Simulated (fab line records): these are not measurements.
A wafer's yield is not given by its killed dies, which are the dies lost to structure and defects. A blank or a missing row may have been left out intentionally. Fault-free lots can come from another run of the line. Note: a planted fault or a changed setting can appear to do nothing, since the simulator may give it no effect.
fab line records / flow sfqLine
record: lots: 6 wafers: 17 lastDay: 91
route steps=325 shown I3@147 M4@148
lots that met no fault: from a run of the same line without faults
startH: hours from the record's first day to the start of the lot's first wafer shown / waitH: how many hours have passed since the lot's step before this one / " the same as in the row above / L1.1+2: a row that stands for several wafers / - no value present, or no start provided / * or withheld: withheld / < > ~ a bound
route shown NAME@n: names a module that has steps shown in the file, with the first one's number in the route / usual: average and standard deviation across the fault-free wafers / same: alike in all rows / chamber/n: place in a boat / sites: per-site readings / _std_site: the standard deviation of these / _edge_site: outer sites' mean less inner sites' / radiusMm: for every site, how far away it sits from the centre of the wafer / mask NAME#n: copy n / behind: the last tool/chamber to shape the wafer / hold: why the lot went on hold/how many hours it stayed there/how the hold came to an end / device: whichever transistor did not switch (one of n, p or np) / end of line: the same wafers' tests at the end of the route / step lacking rows: just its recipe / killed: not the wafer's yield, but the dies lost to structure and defects at the first sort / map: dies across one wafer; x = killed, . = not, _ = none there
set.NAME: the setting the step ran with; set.NAME@STEP: the setting that earlier step ran with / model.NAME: the simulator's own value behind a step, which no gauge read
certain route steps with their lots: each step a table, each wafer a row
services: when a tool's chamber went out of use (startH, in hours from the record's first day, below 0 if earlier), for how many hours, and the reason
== steps ==
step: SFQ_TRILAYER_I3_VIA_STRIP_SOLV_CLEAN_090
recipe: chemistry: NMP tempC: 70 timeS: 600
step: SFQ_TRILAYER_M4_DEP_PRE_CLEAN_092
recipe: gas: Ar timeS: 22.5 biasV: 250
step: SFQ_TRILAYER_M4_DEP_SPUTTER_091
recipe: material: Nb basePressurePa: 1.33e-06 chamberPressurePa: 0.1333 substrateTempC: 20 resputterCathodeVoltageV: 400 targetThkNm: 200 powerW: 2000 timeS: 133.3
usual: resputterCathodeVoltageV: 401/4.1 throttleValvePct: 30.0/1.1
lot.wafer=L917.1 tool=pvdSputter-05 chamber=- startH=1046.22 waitH=0.0 resputterCathodeVoltageV=402 throttleValvePct=31.1
lot.wafer=L917.2 tool=pvdSputter-05 chamber=- startH=1046.22 waitH=0.0 resputterCathodeVoltageV=400 throttleValvePct=30.2
lot.wafer=L917.5 tool=pvdSputter-05 chamber=- startH=1046.22 waitH=0.0 resputterCathodeVoltageV=405 throttleValvePct=29.9
lot.wafer=L921.1 tool=pvdSputter-03 chamber=- startH=1080.15 waitH=0.0 resputterCathodeVoltageV=400 throttleValvePct=29.6
lot.wafer=L921.4 tool=pvdSputter-03 chamber=- startH=1080.15 waitH=0.0 resputterCathodeVoltageV=397 throttleValvePct=28.8
lot.wafer=L921.5 tool=pvdSputter-03 chamber=- startH=1080.15 waitH=0.0 resputterCathodeVoltageV=401 throttleValvePct=28.9
lot.wafer=L923.1 tool=pvdSputter-05 chamber=- startH=1097.66 waitH=0.0 resputterCathodeVoltageV=393 throttleValvePct=31.1
lot.wafer=L923.4 tool=pvdSputter-05 chamber=- startH=1097.66 waitH=0.0 resputterCathodeVoltageV=398 throttleValvePct=30.1
lot.wafer=L923.5 tool=pvdSputter-05 chamber=- startH=1097.66 waitH=0.0 resputterCathodeVoltageV=393 throttleValvePct=30.9
lot.wafer=L925.2 tool=pvdSputter-03 chamber=- startH=1112.23 waitH=0.0 resputterCathodeVoltageV=399 throttleValvePct=31.7
lot.wafer=L925.6 tool=pvdSputter-03 chamber=- startH=1112.23 waitH=0.0 resputterCathodeVoltageV=400 throttleValvePct=30.9
lot.wafer=L933.1 tool=pvdSputter-03 chamber=- startH=1184.46 waitH=0.0 resputterCathodeVoltageV=405 throttleValvePct=30.0
lot.wafer=L933.3 tool=pvdSputter-03 chamber=- startH=1184.46 waitH=0.0 resputterCathodeVoltageV=403 throttleValvePct=28.6
lot.wafer=L933.4 tool=pvdSputter-03 chamber=- startH=1184.46 waitH=0.0 resputterCathodeVoltageV=393 throttleValvePct=30.9
lot.wafer=L934.2 tool=pvdSputter-06 chamber=- startH=1203.66 waitH=0.0 resputterCathodeVoltageV=403 throttleValvePct=31.4
lot.wafer=L934.4 tool=pvdSputter-06 chamber=- startH=1203.66 waitH=0.0 resputterCathodeVoltageV=392 throttleValvePct=30.1
lot.wafer=L934.6 tool=pvdSputter-06 chamber=- startH=1203.66 waitH=0.0 resputterCathodeVoltageV=405 throttleValvePct=29.0
step: SFQ_M4_RS_MEAS_924
recipe: thkMeasGauge: four-point-probe reads: Nb_of_TRILAYER_M4_DEP_SPUTTER_091
usual: M4_NB_RS: 0.894/0.0094
lot.wafer=L917.1 tool=filmMetro-01 chamber=- startH=1046.31 waitH=0.0 M4_NB_RS[ohm/sq]=0.906
lot.wafer=L917.2 tool=filmMetro-01 chamber=- startH=1046.31 waitH=0.0 M4_NB_RS[ohm/sq]=0.916
lot.wafer=L917.5 tool=filmMetro-01 chamber=- startH=1046.31 waitH=0.0 M4_NB_RS[ohm/sq]=0.912
lot.wafer=L921.1 tool=filmMetro-03 chamber=- startH=1080.24 waitH=0.0 M4_NB_RS[ohm/sq]=0.900
lot.wafer=L921.4 tool=filmMetro-03 chamber=- startH=1080.24 waitH=0.0 M4_NB_RS[ohm/sq]=0.900
lot.wafer=L921.5 tool=filmMetro-03 chamber=- startH=1080.24 waitH=0.0 M4_NB_RS[ohm/sq]=0.899
lot.wafer=L923.1 tool=filmMetro-02 chamber=- startH=1097.75 waitH=0.0 M4_NB_RS[ohm/sq]=0.883
lot.wafer=L923.4 tool=filmMetro-02 chamber=- startH=1097.75 waitH=0.0 M4_NB_RS[ohm/sq]=0.903
lot.wafer=L923.5 tool=filmMetro-02 chamber=- startH=1097.75 waitH=0.0 M4_NB_RS[ohm/sq]=0.890
lot.wafer=L925.2 tool=filmMetro-02 chamber=- startH=1112.35 waitH=0.1 M4_NB_RS[ohm/sq]=0.894
lot.wafer=L925.6 tool=filmMetro-02 chamber=- startH=1112.35 waitH=0.1 M4_NB_RS[ohm/sq]=0.892
lot.wafer=L933.1 tool=filmMetro-01 chamber=- startH=1184.55 waitH=0.0 M4_NB_RS[ohm/sq]=0.894
lot.wafer=L933.3 tool=filmMetro-01 chamber=- startH=1184.55 waitH=0.0 M4_NB_RS[ohm/sq]=0.895
lot.wafer=L933.4 tool=filmMetro-01 chamber=- startH=1184.55 waitH=0.0 M4_NB_RS[ohm/sq]=0.895
lot.wafer=L934.2 tool=filmMetro-03 chamber=- startH=1203.77 waitH=0.1 M4_NB_RS[ohm/sq]=0.904
lot.wafer=L934.4 tool=filmMetro-03 chamber=- startH=1203.77 waitH=0.1 M4_NB_RS[ohm/sq]=0.893
lot.wafer=L934.6 tool=filmMetro-03 chamber=- startH=1203.77 waitH=0.1 M4_NB_RS[ohm/sq]=0.888
step: SFQ_TRILAYER_M4_LITHO_COAT_098
recipe: resist: BARC spinRpm: 3000 resistThkNm: 62
step: SFQ_TRILAYER_M4_LITHO_COAT_093
recipe: resist: KrF spinRpm: 3000 resistThkNm: 600
step: SFQ_TRILAYER_M4_LITHO_SOFTBAKE_097
recipe: tempC: withheld timeS: withheld resist: KrF
step: SFQ_TRILAYER_M4_LITHO_EXPOSE_094
recipe: maskId: M4 na: 0.6 sourceShape: conventional sigmaOuter: 0.65 targetCdNm: 500 doseMj: 14.4
step: SFQ_TRILAYER_M4_LITHO_PEB_096
recipe: pebTempC: 115 pebTimeS: 60 resist: KrF
step: SFQ_TRILAYER_M4_LITHO_DEVELOP_095
recipe: timeS: 60 resist: KrF
step: SFQ_M4_OVL_MEAS_926
usual: M4_OVL: -1/6.3
lot.wafer=L917.1 tool=overlay-02 chamber=- startH=1055.98 waitH=0.1 M4_OVL[nm]=-7
lot.wafer=L917.2 tool=overlay-02 chamber=- startH=1055.98 waitH=0.1 M4_OVL[nm]=9
lot.wafer=L917.5 tool=overlay-02 chamber=- startH=1055.98 waitH=0.1 M4_OVL[nm]=-4
lot.wafer=L921.1 tool=overlay-02 chamber=- startH=1083.19 waitH=0.1 M4_OVL[nm]=9
lot.wafer=L921.4 tool=overlay-02 chamber=- startH=1083.19 waitH=0.1 M4_OVL[nm]=12
lot.wafer=L921.5 tool=overlay-02 chamber=- startH=1083.19 waitH=0.1 M4_OVL[nm]=3
lot.wafer=L923.1 tool=overlay-02 chamber=- startH=1100.31 waitH=0.1 M4_OVL[nm]=-2
lot.wafer=L923.4 tool=overlay-02 chamber=- startH=1100.31 waitH=0.1 M4_OVL[nm]=3
lot.wafer=L923.5 tool=overlay-02 chamber=- startH=1100.31 waitH=0.1 M4_OVL[nm]=-5
lot.wafer=L925.2 tool=overlay-02 chamber=- startH=1114.76 waitH=0.1 M4_OVL[nm]=12
lot.wafer=L925.6 tool=overlay-02 chamber=- startH=1114.76 waitH=0.1 M4_OVL[nm]=8
lot.wafer=L933.1 tool=overlay-01 chamber=- startH=1302.04 waitH=0.1 M4_OVL[nm]=-5
lot.wafer=L933.3 tool=overlay-01 chamber=- startH=1302.04 waitH=0.1 M4_OVL[nm]=2
lot.wafer=L933.4 tool=overlay-01 chamber=- startH=1302.04 waitH=0.1 M4_OVL[nm]=5
lot.wafer=L934.2 tool=overlay-02 chamber=- startH=1331.24 waitH=0.1 M4_OVL[nm]=2
lot.wafer=L934.4 tool=overlay-02 chamber=- startH=1331.24 waitH=0.1 M4_OVL[nm]=3
lot.wafer=L934.6 tool=overlay-02 chamber=- startH=1331.24 waitH=0.1 M4_OVL[nm]=5
step: SFQ_TRILAYER_M4_BARC_OPEN_METAL_ETCH_123
recipe: maskMaterial: PR chemistry: O2 targetDepthNm: 125 target: BARC icpW: 600 biasW: 80 pressureMtorr: 10 timeS: 41.7
usual: drypumpMotorCurrentA: 5.87/0.25 oesProductAu: 0.685/0.0043 runLengthS: 70.3/0.73
lot.wafer=L917.1 tool=rieMetal-02 chamber=1 startH=1056.01 waitH=0.0 drypumpMotorCurrentA=6.28 oesProductAu=0.686 rfHoursCounterH=121 runLengthS=70.3 model.KrF_of_TRILAYER_M4_LITHO_COAT_093.thkNm=523
lot.wafer=L917.2 tool=rieMetal-02 chamber=0 startH=1056.01 waitH=0.0 drypumpMotorCurrentA=5.46 oesProductAu=0.688 rfHoursCounterH=62 runLengthS=69.8 model.KrF_of_TRILAYER_M4_LITHO_COAT_093.thkNm=524.3
lot.wafer=L917.5 tool=rieMetal-02 chamber=1 startH=1056.01 waitH=0.0 drypumpMotorCurrentA=6.29 oesProductAu=0.688 rfHoursCounterH=- runLengthS=70.2 model.KrF_of_TRILAYER_M4_LITHO_COAT_093.thkNm=524
lot.wafer=L921.1 tool=rieMetal-03 chamber=1 startH=1083.23 waitH=0.0 drypumpMotorCurrentA=5.76 oesProductAu=0.682 rfHoursCounterH=101 runLengthS=70.0 model.KrF_of_TRILAYER_M4_LITHO_COAT_093.thkNm=522.3
lot.wafer=L921.4 tool=rieMetal-03 chamber=1 startH=1083.23 waitH=0.0 drypumpMotorCurrentA=5.72 oesProductAu=0.683 rfHoursCounterH=- runLengthS=70.2 model.KrF_of_TRILAYER_M4_LITHO_COAT_093.thkNm=522.9
lot.wafer=L921.5 tool=rieMetal-03 chamber=1 startH=1083.23 waitH=0.0 drypumpMotorCurrentA=5.75 oesProductAu=0.684 rfHoursCounterH=- runLengthS=70.2 model.KrF_of_TRILAYER_M4_LITHO_COAT_093.thkNm=522.8
lot.wafer=L923.1 tool=rieMetal-03 chamber=0 startH=1100.34 waitH=0.0 drypumpMotorCurrentA=5.92 oesProductAu=0.664 rfHoursCounterH=0 runLengthS=73.6 model.KrF_of_TRILAYER_M4_LITHO_COAT_093.thkNm=521.6
lot.wafer=L923.4 tool=rieMetal-03 chamber=0 startH=1100.34 waitH=0.0 drypumpMotorCurrentA=5.92 oesProductAu=0.686 rfHoursCounterH=- runLengthS=70.5 model.KrF_of_TRILAYER_M4_LITHO_COAT_093.thkNm=525.9
lot.wafer=L923.5 tool=rieMetal-03 chamber=0 startH=1100.34 waitH=0.0 drypumpMotorCurrentA=5.93 oesProductAu=0.688 rfHoursCounterH=- runLengthS=70.8 model.KrF_of_TRILAYER_M4_LITHO_COAT_093.thkNm=524.3
lot.wafer=L925.2 tool=rieMetal-03 chamber=0 startH=1114.79 waitH=0.0 drypumpMotorCurrentA=5.93 oesProductAu=0.691 rfHoursCounterH=2 runLengthS=70.5 model.KrF_of_TRILAYER_M4_LITHO_COAT_093.thkNm=525.8
lot.wafer=L925.6 tool=rieMetal-03 chamber=0 startH=1114.79 waitH=0.0 drypumpMotorCurrentA=5.90 oesProductAu=0.659 rfHoursCounterH=- runLengthS=73.9 model.KrF_of_TRILAYER_M4_LITHO_COAT_093.thkNm=521
lot.wafer=L933.1 tool=rieMetal-04 chamber=1 startH=1302.07 waitH=0.0 drypumpMotorCurrentA=6.18 oesProductAu=0.683 rfHoursCounterH=127 runLengthS=70.7 model.KrF_of_TRILAYER_M4_LITHO_COAT_093.thkNm=522.1
lot.wafer=L933.3 tool=rieMetal-04 chamber=0 startH=1302.07 waitH=0.0 drypumpMotorCurrentA=5.75 oesProductAu=0.684 rfHoursCounterH=- runLengthS=69.2 model.KrF_of_TRILAYER_M4_LITHO_COAT_093.thkNm=522.7
lot.wafer=L933.4 tool=rieMetal-04 chamber=1 startH=1302.07 waitH=0.0 drypumpMotorCurrentA=6.18 oesProductAu=0.683 rfHoursCounterH=- runLengthS=70.9 model.KrF_of_TRILAYER_M4_LITHO_COAT_093.thkNm=524.1
lot.wafer=L934.2 tool=rieMetal-04 chamber=1 startH=1331.27 waitH=0.0 drypumpMotorCurrentA=6.20 oesProductAu=0.679 rfHoursCounterH=133 runLengthS=70.2 model.KrF_of_TRILAYER_M4_LITHO_COAT_093.thkNm=522.6
lot.wafer=L934.4 tool=rieMetal-04 chamber=0 startH=1331.27 waitH=0.0 drypumpMotorCurrentA=5.73 oesProductAu=0.686 rfHoursCounterH=- runLengthS=69.6 model.KrF_of_TRILAYER_M4_LITHO_COAT_093.thkNm=522.7
lot.wafer=L934.6 tool=rieMetal-04 chamber=0 startH=1331.27 waitH=0.0 drypumpMotorCurrentA=5.79 oesProductAu=0.686 rfHoursCounterH=- runLengthS=69.2 model.KrF_of_TRILAYER_M4_LITHO_COAT_093.thkNm=522.2
step: SFQ_TRILAYER_M4_ETCH_METAL_ETCH_096
recipe: target: Nb stopOn: SiO2 maskMaterial: PR chemistry: Cl2/Ar targetDepthNm: 240 icpW: 600 biasW: 80 pressureMtorr: 10 timeS: 120
usual: drypumpMotorCurrentA: 5.86/0.24 oesProductAu: 0.892/0.0064 runLengthS: 148.6/0.72
lot.wafer=L917.1 tool=rieMetal-02 chamber=1 startH=1056.07 waitH=0.0 drypumpMotorCurrentA=6.33 oesProductAu=0.882 rfHoursCounterH=121 runLengthS=148.4 model.KrF_of_TRILAYER_M4_LITHO_COAT_093.thkNm=380
lot.wafer=L917.2 tool=rieMetal-02 chamber=0 startH=1056.07 waitH=0.0 drypumpMotorCurrentA=5.48 oesProductAu=0.879 rfHoursCounterH=62 runLengthS=148.0 model.KrF_of_TRILAYER_M4_LITHO_COAT_093.thkNm=380.9
lot.wafer=L917.5 tool=rieMetal-02 chamber=1 startH=1056.07 waitH=0.0 drypumpMotorCurrentA=6.28 oesProductAu=0.882 rfHoursCounterH=- runLengthS=148.2 model.KrF_of_TRILAYER_M4_LITHO_COAT_093.thkNm=381.8
lot.wafer=L921.1 tool=rieMetal-03 chamber=1 startH=1083.35 waitH=0.1 drypumpMotorCurrentA=5.75 oesProductAu=0.891 rfHoursCounterH=101 runLengthS=148.4 model.KrF_of_TRILAYER_M4_LITHO_COAT_093.thkNm=381.8
lot.wafer=L921.4 tool=rieMetal-03 chamber=1 startH=1083.35 waitH=0.1 drypumpMotorCurrentA=5.72 oesProductAu=0.889 rfHoursCounterH=- runLengthS=148.8 model.KrF_of_TRILAYER_M4_LITHO_COAT_093.thkNm=382.2
lot.wafer=L921.5 tool=rieMetal-03 chamber=1 startH=1083.35 waitH=0.1 drypumpMotorCurrentA=5.73 oesProductAu=0.883 rfHoursCounterH=- runLengthS=148.6 model.KrF_of_TRILAYER_M4_LITHO_COAT_093.thkNm=382.6
lot.wafer=L923.1 tool=rieMetal-03 chamber=0 startH=1100.40 waitH=0.0 drypumpMotorCurrentA=5.91 oesProductAu=0.894 rfHoursCounterH=0 runLengthS=149.1 model.KrF_of_TRILAYER_M4_LITHO_COAT_093.thkNm=380.5
lot.wafer=L923.4 tool=rieMetal-03 chamber=0 startH=1100.40 waitH=0.0 drypumpMotorCurrentA=5.91 oesProductAu=0.892 rfHoursCounterH=- runLengthS=149.5 model.KrF_of_TRILAYER_M4_LITHO_COAT_093.thkNm=385.7
lot.wafer=L923.5 tool=rieMetal-03 chamber=0 startH=1100.40 waitH=0.0 drypumpMotorCurrentA=5.87 oesProductAu=0.888 rfHoursCounterH=- runLengthS=148.9 model.KrF_of_TRILAYER_M4_LITHO_COAT_093.thkNm=384
lot.wafer=L925.2 tool=rieMetal-03 chamber=0 startH=1114.85 waitH=0.0 drypumpMotorCurrentA=5.91 oesProductAu=0.896 rfHoursCounterH=2 runLengthS=149.5 model.KrF_of_TRILAYER_M4_LITHO_COAT_093.thkNm=386.9
lot.wafer=L925.6 tool=rieMetal-03 chamber=0 startH=1114.85 waitH=0.0 drypumpMotorCurrentA=5.92 oesProductAu=0.888 rfHoursCounterH=- runLengthS=148.9 model.KrF_of_TRILAYER_M4_LITHO_COAT_093.thkNm=381.3
lot.wafer=L933.1 tool=rieMetal-04 chamber=1 startH=1302.13 waitH=0.0 drypumpMotorCurrentA=6.22 oesProductAu=0.890 rfHoursCounterH=127 runLengthS=148.5 model.KrF_of_TRILAYER_M4_LITHO_COAT_093.thkNm=379.9
lot.wafer=L933.3 tool=rieMetal-04 chamber=0 startH=1302.13 waitH=0.0 drypumpMotorCurrentA=5.77 oesProductAu=0.884 rfHoursCounterH=- runLengthS=147.6 model.KrF_of_TRILAYER_M4_LITHO_COAT_093.thkNm=382.2
lot.wafer=L933.4 tool=rieMetal-04 chamber=1 startH=1302.13 waitH=0.0 drypumpMotorCurrentA=6.19 oesProductAu=0.894 rfHoursCounterH=- runLengthS=148.9 model.KrF_of_TRILAYER_M4_LITHO_COAT_093.thkNm=380.2
lot.wafer=L934.2 tool=rieMetal-04 chamber=1 startH=1331.33 waitH=0.0 drypumpMotorCurrentA=6.15 oesProductAu=0.887 rfHoursCounterH=133 runLengthS=148.8 model.KrF_of_TRILAYER_M4_LITHO_COAT_093.thkNm=380.2
lot.wafer=L934.4 tool=rieMetal-04 chamber=0 startH=1331.33 waitH=0.0 drypumpMotorCurrentA=5.77 oesProductAu=0.890 rfHoursCounterH=- runLengthS=148.0 model.KrF_of_TRILAYER_M4_LITHO_COAT_093.thkNm=383.2
lot.wafer=L934.6 tool=rieMetal-04 chamber=0 startH=1331.33 waitH=0.0 drypumpMotorCurrentA=5.77 oesProductAu=0.902 rfHoursCounterH=- runLengthS=148.1 model.KrF_of_TRILAYER_M4_LITHO_COAT_093.thkNm=383
step: SFQ_TRILAYER_M4_STRIP_STRIP_097
recipe: gas: O2 powerW: 200 platenTempC: 40 overashFraction: 0.65 chemistry: O2 pressureMtorr: 50
usual: drypumpMotorCurrentA: 5.86/0.24 oesProductAu: 1.002/0.0081
lot.wafer=L917.1 tool=rieMetal-02 chamber=1 startH=1056.20 waitH=0.1 drypumpMotorCurrentA=6.32 oesProductAu=1.010 rfHoursCounterH=121
lot.wafer=L917.2 tool=rieMetal-02 chamber=0 startH=1056.20 waitH=0.1 drypumpMotorCurrentA=5.47 oesProductAu=1.007 rfHoursCounterH=62
lot.wafer=L917.5 tool=rieMetal-02 chamber=1 startH=1056.20 waitH=0.1 drypumpMotorCurrentA=6.31 oesProductAu=1.000 rfHoursCounterH=-
lot.wafer=L921.1 tool=rieMetal-03 chamber=1 startH=1083.60 waitH=0.2 drypumpMotorCurrentA=5.72 oesProductAu=1.006 rfHoursCounterH=101
lot.wafer=L921.4 tool=rieMetal-03 chamber=1 startH=1083.60 waitH=0.2 drypumpMotorCurrentA=5.72 oesProductAu=1.002 rfHoursCounterH=-
lot.wafer=L921.5 tool=rieMetal-03 chamber=1 startH=1083.60 waitH=0.2 drypumpMotorCurrentA=5.73 oesProductAu=1.005 rfHoursCounterH=-
lot.wafer=L923.1 tool=rieMetal-03 chamber=0 startH=1100.53 waitH=0.1 drypumpMotorCurrentA=5.90 oesProductAu=0.994 rfHoursCounterH=0
lot.wafer=L923.4 tool=rieMetal-03 chamber=0 startH=1100.53 waitH=0.1 drypumpMotorCurrentA=5.88 oesProductAu=0.997 rfHoursCounterH=-
lot.wafer=L923.5 tool=rieMetal-03 chamber=0 startH=1100.53 waitH=0.1 drypumpMotorCurrentA=5.91 oesProductAu=0.995 rfHoursCounterH=-
lot.wafer=L925.2 tool=rieMetal-03 chamber=0 startH=1114.98 waitH=0.1 drypumpMotorCurrentA=5.88 oesProductAu=0.995 rfHoursCounterH=2
lot.wafer=L925.6 tool=rieMetal-03 chamber=0 startH=1114.98 waitH=0.1 drypumpMotorCurrentA=5.90 oesProductAu=1.003 rfHoursCounterH=-
lot.wafer=L933.1 tool=rieMetal-04 chamber=1 startH=1302.26 waitH=0.1 drypumpMotorCurrentA=6.18 oesProductAu=1.007 rfHoursCounterH=127
lot.wafer=L933.3 tool=rieMetal-04 chamber=0 startH=1302.26 waitH=0.1 drypumpMotorCurrentA=5.77 oesProductAu=1.001 rfHoursCounterH=-
lot.wafer=L933.4 tool=rieMetal-04 chamber=1 startH=1302.26 waitH=0.1 drypumpMotorCurrentA=6.19 oesProductAu=1.009 rfHoursCounterH=-
lot.wafer=L934.2 tool=rieMetal-04 chamber=1 startH=1331.45 waitH=0.1 drypumpMotorCurrentA=6.15 oesProductAu=1.004 rfHoursCounterH=133
lot.wafer=L934.4 tool=rieMetal-04 chamber=0 startH=1331.45 waitH=0.1 drypumpMotorCurrentA=5.80 oesProductAu=1.001 rfHoursCounterH=-
lot.wafer=L934.6 tool=rieMetal-04 chamber=0 startH=1331.45 waitH=0.1 drypumpMotorCurrentA=5.81 oesProductAu=0.990 rfHoursCounterH=-
== services ==
tool=pvdSputter-03 chamber=- startH=1026.68 hours=4.4 kind=repair
tool=rieMetal-04 chamber=- startH=1038.78 hours=0.9 kind=repair
tool=rieMetal-03 chamber=- startH=1045.41 hours=0.5 kind=repair
tool=pvdSputter-06 chamber=- startH=1047.91 hours=2.0 kind=repair
tool=rieMetal-02 chamber=- startH=1053.20 hours=2.8 kind=pm
tool=rieMetal-03 chamber=0 startH=1082.17 hours=- kind=clean
tool=rieMetal-03 chamber=0 startH=1082.17 hours=- kind=consumableReplace:focusRing
tool=rieMetal-03 chamber=0 startH=1082.17 hours=18.1 kind=scheduledDown
tool=rieMetal-03 chamber=0 startH=1082.17 hours=18.1 kind=ventCycle
tool=rieMetal-03 chamber=- startH=1127.90 hours=1.1 kind=repair
tool=rieMetal-04 chamber=- startH=1183.46 hours=2.8 kind=pm
tool=pvdSputter-03 chamber=- startH=1185.53 hours=2.1 kind=repair
tool=pvdSputter-06 chamber=- startH=1199.22 hours=2.0 kind=repair
tool=pvdSputter-06 chamber=- startH=1204.93 hours=1.4 kind=repair
tool=rieMetal-02 chamber=1 startH=1216.63 hours=4.5 kind=repair
tool=pvdSputter-03 chamber=- startH=1246.08 hours=3.9 kind=repair
tool=rieMetal-04 chamber=- startH=1271.19 hours=2.3 kind=repair
tool=rieMetal-02 chamber=0 startH=1274.11 hours=13.3 kind=repair
tool=pvdSputter-03 chamber=- startH=1285.59 hours=9.6 kind=repair
tool=rieMetal-04 chamber=- startH=1306.57 hours=0.8 kind=repair
tool=pvdSputter-05 chamber=- startH=1307.48 hours=6.8 kind=repair
tool=rieMetal-03 chamber=1 startH=1329.17 hours=- kind=clean
tool=rieMetal-03 chamber=1 startH=1329.17 hours=- kind=consumableReplace:focusRing
tool=rieMetal-03 chamber=1 startH=1329.17 hours=12.5 kind=scheduledDown
== key ==
firstSign: step: SFQ_TRILAYER_M4_BARC_OPEN_METAL_ETCH_123 reading: oesProductAu direction: down sigmas: 5.4 usual: 0.685 struck: 0.662
effect: step: SFQ_TRILAYER_M4_BARC_OPEN_METAL_ETCH_123 reading: runLengthS direction: up sigmas: 4.7 usual: * struck: *
modelEffect: step: SFQ_TRILAYER_M4_BARC_OPEN_METAL_ETCH_123 value: KrF_of_TRILAYER_M4_LITHO_COAT_093.thkNm without: 525 struck: 521.3
modelEffect: step: SFQ_TRILAYER_M4_ETCH_METAL_ETCH_096 value: KrF_of_TRILAYER_M4_LITHO_COAT_093.thkNm without: 384.6 struck: 380.9
metAt SFQ_TRILAYER_M4_BARC_OPEN_METAL_ETCH_123
struckWafers L923.1,L925.6
onsetBetween 1083.23 1100.34
fault: kind: processParameterDrift tool: rieMetal-03 chamber: - onsetH: 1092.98 steps: SFQ_TRILAYER_M4_BARC_OPEN_METAL_ETCH_123 channel: timeS offset: * shape: step endH: 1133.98 scope: struckWafersOnly actsIn: * stated: *
